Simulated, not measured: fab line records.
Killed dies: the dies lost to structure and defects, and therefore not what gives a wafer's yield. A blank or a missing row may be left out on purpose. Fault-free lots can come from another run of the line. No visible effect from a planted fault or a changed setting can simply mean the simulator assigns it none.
fab line records ; flow sfqLine
record: lots: 14; wafers: 42; lastDay: 80
route steps=325 shown M1@70 JJ@183 C5@249 M6@264
lots with no fault: from the same line, run without faults
startH: hours from the record's opening day to when the first of the lot's shown wafers began ; waitH: how many hours have passed since the lot's step before this one ; " repeats the value in the row above ; L1.1+2: a single row standing in for several wafers ; - either no value or no given start ; * or withheld: withheld ; < > ~ a bound
route shown NAME@n: a module of which the file shows steps, and the number in the route of the first ; usual: mean and standard deviation over wafers with no fault ; same: alike in all rows ; chamber/n: place in a boat ; sites: the reading at each site ; _std_site: their standard deviation ; _edge_site: inner sites' mean taken away from outer sites' mean ; radiusMm: for every site, how far away it sits from the centre of the wafer ; mask NAME#n: copy n ; behind: tool/chamber where the wafer was last shaped ; hold: why the lot was held/for how many hours/how that ended ; device: the transistor (n, p or np) that didn't switch ; end of line: the tests these same wafers got at the end of their route ; step lacking rows: just its recipe ; killed: dies that structure and defects cost at the first sort, which is not the same as the wafer's yield ; map: dies across one wafer; x = killed, . = not, _ = none there
set.NAME: the run value of the setting; set.NAME@STEP: its run value at that earlier step ; model.NAME: the simulator's own value behind a step, which no gauge read
the route's steps for a sample of lots (tables are steps, rows are wafers)
services: from which hour (startH, from the record's first day; less than 0 if before it) a tool's chamber was out of use, for how many hours, and why
== steps ==
step: SFQ_TRILAYER_M1_ETCH_METAL_ETCH_042
recipe: target: Nb; stopOn: SiO2; maskMaterial: PR; chemistry: Cl2/Ar; targetDepthNm: 240; icpW: 600; biasW: 80; pressureMtorr: 10; timeS: 120
usual: chamberPressureMTorr: 10.001/0.009; drypumpMotorCurrentA: 6.0/0.57; oesProductAu: 0.896/0.0071
lot.wafer;tool;chamber;startH;waitH;chamberPressureMTorr;drypumpMotorCurrentA;oesProductAu;rfHoursCounterH
L908.1;rieMetal-02;1;429.74;0.0;10.011;6.3;0.907;140
L908.4;rieMetal-02;1;429.74;0.0;10.006;6.3;0.892;-
L908.6;rieMetal-02;1;429.74;0.0;10.000;6.3;0.895;-
L909.1;rieMetal-02;0;436.94;0.0;9.995;6.5;0.899;90
L909.3;rieMetal-02;1;436.94;0.0;10.008;6.3;0.889;-
L909.5;rieMetal-02;1;436.94;0.0;10.011;6.3;0.891;-
L910.2;rieMetal-02;0;447.74;0.0;9.998;6.6;0.905;92
L910.4;rieMetal-02;1;447.74;0.0;10.000;6.3;0.896;-
L910.5;rieMetal-02;0;447.74;0.0;10.014;6.6;0.910;-
L913.2;rieMetal-04;1;498.32;0.0;10.014;4.7;0.898;152
L913.4;rieMetal-04;1;498.32;0.0;10.009;4.7;0.898;-
L913.6;rieMetal-04;1;498.32;0.0;10.002;4.7;0.902;-
L917.1;rieMetal-01;0;533.16;0.0;10.005;5.3;0.908;130
L917.2;rieMetal-01;1;533.16;0.0;10.007;6.3;0.903;110
L917.4;rieMetal-01;1;533.16;0.0;10.007;6.3;0.899;-
L919.1;rieMetal-02;1;555.96;0.0;10.002;6.3;0.892;0
L919.5;rieMetal-02;0;555.96;0.0;10.001;6.6;0.894;-
L919.6;rieMetal-02;1;555.96;0.0;9.997;6.3;0.895;-
L920.3;rieMetal-01;1;564.40;0.1;9.978;6.3;0.894;-
L920.4;rieMetal-01;0;564.40;0.1;10.007;5.3;0.887;-
L920.6;rieMetal-01;0;564.40;0.1;9.995;5.3;0.885;-
L921.2;rieMetal-02;1;573.98;0.1;9.997;6.3;0.902;2
L921.3;rieMetal-02;1;573.98;0.1;9.997;6.3;0.910;-
L921.6;rieMetal-02;1;573.98;0.1;9.998;6.3;0.903;-
L922.3;rieMetal-02;0;581.43;0.1;9.988;6.6;0.896;-
L922.4;rieMetal-02;1;581.43;0.1;10.003;6.3;0.887;-
L922.5;rieMetal-02;0;581.43;0.1;10.002;6.6;0.895;-
L923.2;rieMetal-01;0;739.94;0.0;10.003;5.3;0.905;7
L923.3;rieMetal-01;0;739.94;0.0;10.017;5.3;0.903;-
L923.6;rieMetal-01;0;739.94;0.0;10.014;5.3;0.901;-
L927.2;rieMetal-01;1;800.02;0.0;10.003;6.3;0.900;6
L927.5;rieMetal-01;0;800.02;0.0;9.993;5.3;0.694;-
L927.6;rieMetal-01;1;800.02;0.0;9.996;6.3;0.897;-
L928.2;rieMetal-01;0;803.62;0.0;9.989;5.3;0.893;19
L928.4;rieMetal-01;1;803.62;0.0;10.013;6.3;0.696;-
L928.6;rieMetal-01;1;803.62;0.0;10.009;6.3;0.876;-
L929.1;rieMetal-02;1;815.68;0.1;9.988;6.3;0.897;38
L929.2;rieMetal-02;1;815.68;0.1;10.009;6.3;0.900;-
L929.3;rieMetal-02;1;815.68;0.1;9.987;6.3;0.902;-
L930.3;rieMetal-02;1;827.72;0.1;10.001;6.3;0.893;-
L930.4;rieMetal-02;1;827.72;0.1;10.004;6.3;0.895;-
L930.6;rieMetal-02;1;827.72;0.1;10.010;6.2;0.903;-
step: SFQ_JJ_RS_MEAS_929
recipe: thkMeasGauge: four-point-probe; reads: Nb_of_TRILAYER_JJ_TRILAYER_DEP_SPUTTER_112
usual: JJ_NB_RS: 1.054/0.0095
lot.wafer;tool;chamber;startH;waitH;JJ_NB_RS[ohm/sq]
L908.1;filmMetro-04;-;1104.05;0.0;1.047
L908.4;filmMetro-04;-;1104.05;0.0;1.051
L908.6;filmMetro-04;-;1104.05;0.0;1.060
L909.1;filmMetro-02;-;1105.25;0.0;1.055
L909.3;filmMetro-02;-;1105.25;0.0;1.057
L909.5;filmMetro-02;-;1105.25;0.0;1.058
L910.2;filmMetro-04;-;1106.47;0.1;1.047
L910.4;filmMetro-04;-;1106.47;0.1;1.063
L910.5;filmMetro-04;-;1106.47;0.1;1.058
L913.2;filmMetro-01;-;1272.40;0.1;1.060
L913.4;filmMetro-01;-;1272.40;0.1;1.059
L913.6;filmMetro-01;-;1272.40;0.1;1.061
L917.1;filmMetro-02;-;1288.61;0.0;1.041
L917.2;filmMetro-02;-;1288.61;0.0;1.045
L917.4;filmMetro-02;-;1288.61;0.0;1.049
L919.1;filmMetro-01;-;1330.11;0.0;1.055
L919.5;filmMetro-01;-;1330.11;0.0;1.048
L919.6;filmMetro-01;-;1330.11;0.0;1.047
L920.3;filmMetro-02;-;1335.70;0.1;1.057
L920.4;filmMetro-02;-;1335.70;0.1;1.051
L920.6;filmMetro-02;-;1335.70;0.1;1.056
L921.2;filmMetro-01;-;1425.30;0.1;1.065
L921.3;filmMetro-01;-;1425.30;0.1;1.058
L921.6;filmMetro-01;-;1425.30;0.1;1.062
L922.3;filmMetro-02;-;1438.52;0.1;1.050
L922.4;filmMetro-02;-;1438.52;0.1;1.052
L922.5;filmMetro-02;-;1438.52;0.1;1.065
L923.2;filmMetro-04;-;1443.30;0.1;1.064
L923.3;filmMetro-04;-;1443.30;0.1;1.068
L923.6;filmMetro-04;-;1443.30;0.1;1.077
L927.2;filmMetro-04;-;1471.92;0.1;1.059
L927.5;filmMetro-04;-;1471.92;0.1;1.064
L927.6;filmMetro-04;-;1471.92;0.1;1.057
L928.2;filmMetro-01;-;1473.12;0.1;1.067
L928.4;filmMetro-01;-;1473.12;0.1;1.050
L928.6;filmMetro-01;-;1473.12;0.1;1.055
L929.1;filmMetro-04;-;1485.23;0.0;1.049
L929.2;filmMetro-04;-;1485.23;0.0;1.054
L929.3;filmMetro-04;-;1485.23;0.0;1.056
L930.3;filmMetro-02;-;1500.69;0.1;1.063
L930.4;filmMetro-02;-;1500.69;0.1;1.074
L930.6;filmMetro-02;-;1500.69;0.1;1.077
step: SFQ_TRILAYER_C5_STRIP_STRIP_155
recipe: gas: O2; powerW: 200; platenTempC: 40; overashFraction: 0.65; chemistry: O2; pressureMtorr: 50
usual: chamberPressureMTorr: 50.00/0.043; drypumpMotorCurrentA: 5.8/0.63; oesProductAu: 1.005/0.0092
same: overashFraction: 0.65
lot.wafer;tool;chamber;startH;waitH;chamberPressureMTorr;drypumpMotorCurrentA;oesProductAu;rfHoursCounterH
L908.1;rieMetal-04;0;1419.89;-;49.94;5.7;1.002;1
L908.4;rieMetal-04;0;1419.89;-;50.05;5.7;1.003;-
L908.6;rieMetal-04;1;1419.89;-;49.97;4.7;0.998;-
L909.1;rieMetal-01;0;1421.09;-;50.01;5.3;1.009;108
L909.3;rieMetal-01;0;1421.09;-;50.01;5.3;1.009;-
L909.5;rieMetal-01;1;1421.09;-;50.00;6.3;1.011;-
L910.2;rieMetal-01;1;1423.49;-;49.97;6.3;1.000;95
L910.4;rieMetal-01;0;1423.49;-;50.01;5.3;1.003;-
L910.5;rieMetal-01;1;1423.49;-;49.95;6.3;1.008;-
L913.2;rieMetal-01;0;1554.23;-;49.94;5.3;1.006;126
L913.4;rieMetal-01;0;1554.23;-;49.94;5.3;1.007;-
L913.6;rieMetal-01;1;1554.23;-;50.01;6.3;1.009;-
L917.1;rieMetal-01;0;1563.83;-;50.06;5.3;1.011;127
L917.2;rieMetal-01;1;1563.83;-;49.98;6.3;1.005;114
L917.4;rieMetal-01;0;1563.83;-;50.00;5.3;1.006;-
L919.1;rieMetal-01;1;1688.69;-;50.09;6.3;0.996;131
L919.5;rieMetal-01;1;1688.69;-;49.92;6.3;1.000;-
L919.6;rieMetal-01;0;1688.69;-;50.01;5.3;0.987;-
L920.3;rieMetal-04;0;1691.45;-;49.94;5.7;1.011;-
L920.4;rieMetal-04;1;1691.45;-;50.03;4.7;1.021;-
L920.6;rieMetal-04;1;1691.45;-;49.94;4.8;1.004;-
L921.2;rieMetal-04;1;1695.89;-;49.97;4.7;1.009;20
L921.3;rieMetal-04;0;1695.89;-;50.08;5.6;1.007;-
L921.6;rieMetal-04;1;1695.89;-;49.97;4.8;1.016;-
L922.3;rieMetal-04;1;1699.69;-;49.99;4.8;1.021;-
L922.4;rieMetal-04;0;1699.69;-;49.98;5.6;1.020;-
L922.5;rieMetal-04;0;1699.69;-;49.99;5.6;1.016;-
L923.2;rieMetal-02;1;1701.89;-;50.04;6.3;0.991;22
L923.3;rieMetal-02;0;1701.89;-;50.02;6.5;1.005;-
L923.6;rieMetal-02;0;1701.89;-;49.94;6.6;0.996;-
L927.2;rieMetal-02;0;1716.13;-;50.05;6.5;1.010;133
L927.5;rieMetal-02;1;1716.13;-;49.93;6.3;0.992;-
L927.6;rieMetal-02;0;1716.13;-;49.99;6.5;1.005;-
L928.2;rieMetal-04;0;1718.49;-;49.99;5.7;1.007;41
L928.4;rieMetal-04;0;1718.49;-;50.02;5.7;1.011;-
L928.6;rieMetal-04;0;1718.49;-;49.97;5.7;1.004;-
L929.1;rieMetal-01;0;1720.89;-;50.11;5.3;0.999;10
L929.2;rieMetal-01;0;1720.89;-;49.96;5.3;0.989;-
L929.3;rieMetal-01;0;1720.89;-;50.00;5.3;0.993;-
L930.3;rieMetal-02;1;1730.69;-;50.00;6.3;0.996;-
L930.4;rieMetal-02;0;1730.69;-;50.05;6.5;1.015;-
L930.6;rieMetal-02;1;1730.69;-;50.02;6.3;0.991;-
step: SFQ_TRILAYER_M6_STRIP_STRIP_163
recipe: gas: O2; powerW: 200; platenTempC: 40; overashFraction: 0.65; chemistry: O2; pressureMtorr: 50
usual: chamberPressureMTorr: 50.00/0.045; drypumpMotorCurrentA: 5.7/0.48; oesProductAu: 1.000/0.011
same: overashFraction: 0.65
lot.wafer;tool;chamber;startH;waitH;chamberPressureMTorr;drypumpMotorCurrentA;oesProductAu;rfHoursCounterH
L908.1;rieMetal-04;1;1448.78;0.1;49.94;4.8;1.021;144
L908.4;rieMetal-04;0;1448.78;0.1;50.01;5.7;1.018;-
L908.6;rieMetal-04;0;1448.78;0.1;49.92;5.6;1.024;-
L909.1;rieMetal-03;0;1513.10;0.1;49.99;5.5;0.996;40
L909.3;rieMetal-03;0;1513.10;0.1;49.95;5.5;1.006;-
L909.5;rieMetal-03;1;1513.10;0.1;49.95;6.1;0.992;-
L910.2;rieMetal-01;1;1514.43;0.1;50.07;6.3;1.012;110
L910.4;rieMetal-01;0;1514.43;0.1;50.05;5.3;1.003;-
L910.5;rieMetal-01;1;1514.43;0.1;49.97;6.3;1.010;-
L913.2;rieMetal-03;1;1700.77;0.1;49.99;6.1;0.993;123
L913.4;rieMetal-03;0;1700.77;0.1;50.02;5.5;1.002;-
L913.6;rieMetal-03;1;1700.77;0.1;49.96;6.1;0.994;-
L917.1;rieMetal-03;0;1706.77;0.1;50.01;5.5;0.998;61
L917.2;rieMetal-03;1;1706.77;0.1;50.01;6.2;0.986;124
L917.4;rieMetal-03;0;1706.77;0.1;50.05;5.5;1.014;-
L919.1;rieMetal-03;1;1734.37;0.1;49.96;6.1;0.998;127
L919.5;rieMetal-03;1;1734.37;0.1;50.00;6.1;0.996;-
L919.6;rieMetal-03;0;1734.37;0.1;50.11;5.5;1.001;-
L920.3;rieMetal-04;1;1735.77;0.2;49.95;4.8;1.000;-
L920.4;rieMetal-04;0;1735.77;0.2;49.97;5.7;1.015;-
L920.6;rieMetal-04;1;1735.77;0.2;50.02;4.8;1.014;-
L921.2;rieMetal-01;0;1736.77;0.1;49.96;5.3;0.993;14
L921.3;rieMetal-01;0;1736.77;0.1;50.08;5.3;0.990;-
L921.6;rieMetal-01;0;1736.77;0.1;49.95;5.3;0.982;-
L922.3;rieMetal-01;1;1739.37;0.2;50.06;6.3;1.015;-
L922.4;rieMetal-01;0;1739.37;0.2;49.96;5.3;0.984;-
L922.5;rieMetal-01;0;1739.37;0.2;50.02;5.3;0.996;-
L923.2;rieMetal-03;1;1740.37;0.1;50.00;6.1;0.983;128
L923.3;rieMetal-03;0;1740.37;0.1;49.99;5.5;1.003;-
L923.6;rieMetal-03;1;1740.37;0.1;49.98;6.1;0.988;-
L927.2;rieMetal-01;0;1757.17;0.1;50.04;5.3;0.990;18
L927.5;rieMetal-01;1;1757.17;0.1;50.06;6.3;0.995;-
L927.6;rieMetal-01;0;1757.17;0.1;50.07;5.3;0.989;-
L928.2;rieMetal-04;0;1758.37;0.1;50.06;5.7;1.022;49
L928.4;rieMetal-04;0;1758.37;0.1;49.96;5.6;1.020;-
L928.6;rieMetal-04;0;1758.37;0.1;49.94;5.6;1.017;-
L929.1;rieMetal-01;0;1759.57;0.1;50.05;5.3;0.982;18
L929.2;rieMetal-01;1;1759.57;0.1;49.95;6.3;1.005;7
L929.3;rieMetal-01;1;1759.57;0.1;50.03;6.3;1.008;-
L930.3;rieMetal-01;0;1762.17;0.2;49.97;5.3;0.990;-
L930.4;rieMetal-01;1;1762.17;0.2;50.03;6.3;1.005;-
L930.6;rieMetal-01;0;1762.17;0.2;49.97;5.3;0.994;-
== services ==
tool;chamber;startH;hours;kind
rieMetal-02;0;506.13;10.4;repair
rieMetal-02;-;525.75;0.8;repair
rieMetal-04;1;579.05;1.0;repair
rieMetal-04;0;669.49;9.3;repair
rieMetal-04;-;701.51;0.7;repair
rieMetal-02;-;748.12;1.8;repair
rieMetal-04;-;766.93;1.4;pm
rieMetal-01;-;773.27;1.3;repair
rieMetal-04;1;781.08;20.5;repair
rieMetal-01;-;793.44;0.4;repair
rieMetal-02;1;873.77;2.3;repair
rieMetal-01;0;921.69;5.8;repair
rieMetal-02;-;939.96;10.0;pm
rieMetal-01;1;1114.33;4.6;repair
rieMetal-04;-;1163.46;0.1;repair
rieMetal-04;0;1166.88;22.6;repair
rieMetal-02;1;1208.39;4.0;repair
rieMetal-01;-;1240.67;2.8;pm
rieMetal-04;1;1308.36;5.9;repair
rieMetal-04;-;1313.85;2.8;pm
rieMetal-04;-;1362.68;1.5;repair
rieMetal-01;-;1370.56;1.4;pm
rieMetal-02;-;1496.56;2.8;pm
rieMetal-02;1;1677.42;5.2;repair
== key ==
firstSign: step: SFQ_TRILAYER_M1_ETCH_METAL_ETCH_042; reading: oesProductAu; direction: down; sigmas: 28; usual: 0.896; struck: 0.695
effect none on later readings
metAt SFQ_TRILAYER_M1_ETCH_METAL_ETCH_042
struckLots L927,L928
struckWafers L927.5,L928.4
notActingAt SFQ_JJ_RS_MEAS_929,SFQ_TRILAYER_C5_STRIP_STRIP_155,SFQ_TRILAYER_M6_STRIP_STRIP_163
onsetBetween 739.94 800.02
fault: kind: processParameterDrift; tool: rieMetal-01; chamber: -; onsetH: 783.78; steps: SFQ_TRILAYER_M1_ETCH_METAL_ETCH_042; channel: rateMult; offset: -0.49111; shape: step; endH: 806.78; scope: struckWafersOnly
